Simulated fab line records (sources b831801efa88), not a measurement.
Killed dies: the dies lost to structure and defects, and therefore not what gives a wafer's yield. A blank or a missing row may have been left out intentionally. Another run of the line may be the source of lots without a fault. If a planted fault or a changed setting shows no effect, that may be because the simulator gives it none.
Which of the tools did it?    flow sky130    6 lots, 18 wafers sampled, at 3 steps of a route of 708

== WHAT THE GAUGES READ, wafer by wafer ==
SKY_PWDE_TW_MEAS_10.
lot   measured     on             PWDE_TW
L257  day 4 12:18  film_metro-02  376.8 373.9 373.4
L259  day 4 19:07  film_metro-02  373.4 374.7 376.0
L263  day 5 18:17  film_metro-01  376.2 376.5 375.5
L267  day 6 14:43  film_metro-01  377.2 379.7 377.8
L273  day 8 04:49  film_metro-04  378.8 374.0 378.4
L275  day 8 10:03  film_metro-04  388.0 389.5 386.9

== EACH LOT AND THE TOOL THAT RAN IT (in order: tool; ch and the chambers of the sampled wafers; start) ==
lot   SKY_FIELD_ISO_ETCH_17            SKY_PWDE_IMPLANT_08
L257  rie_si-02 ch 1,2,3, day 2 15:32  implanter-01 ch 0, day 4 12:03
L259  rie_si-01 ch 1,2, day 3 00:47    implanter-03 ch 0, day 4 18:52
L263  rie_si-01 ch 0,1,3, day 4 00:29  implanter-01 ch 0, day 5 18:04
L267  rie_si-02 ch 0,1,2, day 4 20:31  implanter-01 ch 0, day 6 14:28
L273  rie_si-01 ch 1,2,3, day 6 05:38  implanter-02 ch 0, day 8 04:34
L275  rie_si-02 ch 0,1, day 6 12:47    implanter-01 ch 0, day 8 09:49
- SKY_FIELD_ISO_ETCH_17: etches Si in HBr/Cl2/O2, target depth 342 nm, time 97.7 s.
- SKY_PWDE_IMPLANT_08

== THE ANSWER, worked out from the rows above alone ==
Rule: the usual values come from the lots themselves. Put in order of their means at a reading, lots are off if they are a third of the lots or fewer, leave a main group of 4 or more, and stand apart from it by a gap of 3 or more times the standard deviation of the main group's means; of several such gaps the widest counts. If all means in a main group match to the digits the tables above print for the reading, that group is not used. Also off: a lot with no number at a reading for which 4 or more lots have one. Any other lot the step has rows for is counted as sound.
Off: L275, at SKY_PWDE_TW_MEAS_10 (PWDE_TW). Main group: mean 376.2, sd 1.4.
If a tool, at a process step before that reading, ran all the lots that are off and no sound lot after the first of them, it fits. Those tools and the gauges at SKY_PWDE_TW_MEAS_10 are tried in the same way. Can't be told from this: 3 tools fit, rie_si-02 at SKY_FIELD_ISO_ETCH_17, implanter-01 at SKY_PWDE_IMPLANT_08, film_metro-04 at SKY_PWDE_TW_MEAS_10.

== WHAT WAS PUT IN BY THE SIMULATOR ==
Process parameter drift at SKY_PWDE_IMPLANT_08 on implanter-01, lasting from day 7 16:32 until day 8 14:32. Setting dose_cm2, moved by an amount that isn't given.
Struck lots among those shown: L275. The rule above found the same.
